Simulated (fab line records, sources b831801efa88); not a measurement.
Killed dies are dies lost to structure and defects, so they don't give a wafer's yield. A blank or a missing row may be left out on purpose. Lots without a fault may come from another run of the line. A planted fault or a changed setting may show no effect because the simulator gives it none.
Chamber matching | flow sky130 | SKY_CONTACT_CMP_27 on cmp-01: 4 sister chambers
The step polishes, stops on SiO2, t overpolish 15 s, target thk 0 nm. 4 wafers are shown with their chamber, then 8 later ones without.

WAFERS WITH THEIR CHAMBER
wafer  | chamber | motor_current_A (A)
L885.3 | 0       | 9.0
L886.5 | 2       | 12.6
L886.6 | 1       | 11.4
L889.4 | 3       | 8.5

WAFERS WITHOUT THEIR CHAMBER
wafer  | motor_current_A (A)
L889.5 | 8.5
L889.6 | 12.5
L894.1 | 8.4
L894.2 | 8.9
L894.6 | 9.0
L902.2 | 8.9
L902.4 | 11.9
L902.5 | 8.5

WHICH CHAMBER EACH WENT THROUGH
wafer  | from the rows above     | in truth
L889.5 | 3                       | 3
L889.6 | 2                       | 2
L894.1 | 3                       | 3
L894.2 | can't be placed: 0 or 3 | 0
L894.6 | 0                       | 0
L902.2 | can't be placed: 0 or 3 | 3
L902.4 | can't be placed: 1 or 2 | 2
L902.5 | 3                       | 3
Placed correctly: 5 of 8. Can't be placed from these rows: 3 (the true chamber is among the candidates in 3). Placed wrongly: 0.
How it was worked out, from the rows above alone: a wafer's distance from a chamber is the root of the sum, over the readings, of the square of ((its reading less the chamber's mean) divided by the reading's scatter). The wafer belongs to the nearest chamber; if the next one is less than 2 further off, it can't be placed. A chamber's mean is the mean of its shown wafers. The scatter: with one shown wafer a chamber, the root of the mean of the squares of how far each hidden wafer lies from its nearest shown one.
